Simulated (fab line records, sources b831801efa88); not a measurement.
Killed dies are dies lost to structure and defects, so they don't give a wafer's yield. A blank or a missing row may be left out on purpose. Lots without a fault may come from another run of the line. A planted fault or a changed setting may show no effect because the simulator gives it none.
Chamber matching | flow gf180mcu | GF_V1_CMP_04 on cmp-01: 4 sister chambers
The step polishes SiO2. 4 wafers are shown with their chamber, then 7 later ones without.

WAFERS WITH THEIR CHAMBER
wafer  | chamber | motor_current_A (A)
L274.3 | 3       | 13.2
L275.1 | 2       | 12.3
L275.5 | 1       | 10.8
L288.5 | 0       | 12.1

WAFERS WITHOUT THEIR CHAMBER
wafer  | motor_current_A (A)
L288.6 | 11.2
L290.4 | 12.4
L290.5 | 12.4
L290.6 | 12.9
L293.2 | 12.4
L293.3 | 12.6
L293.6 | 12.9

WHICH CHAMBER EACH WENT THROUGH
wafer  | from the rows above          | in truth
L288.6 | can't be placed: 1 or 0      | 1
L290.4 | can't be placed: 2 or 0      | 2
L290.5 | can't be placed: 2 or 0      | 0
L290.6 | can't be placed: 3 or 2 or 0 | 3
L293.2 | can't be placed: 2 or 0      | 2
L293.3 | can't be placed: 2 or 0 or 3 | 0
L293.6 | can't be placed: 3 or 2 or 0 | 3
Placed correctly: 0 of 7. Can't be placed from these rows: 7 (the true chamber is among the candidates in 7). Placed wrongly: 0.
How it was worked out, from the rows above alone: a wafer's distance from a chamber is the root of the sum, over the readings, of the square of ((its reading less the chamber's mean) divided by the reading's scatter). The wafer belongs to the nearest chamber; if the next one is less than 2 further off, it can't be placed. A chamber's mean is the mean of its shown wafers. The scatter: with one shown wafer a chamber, the root of the mean of the squares of how far each hidden wafer lies from its nearest shown one.
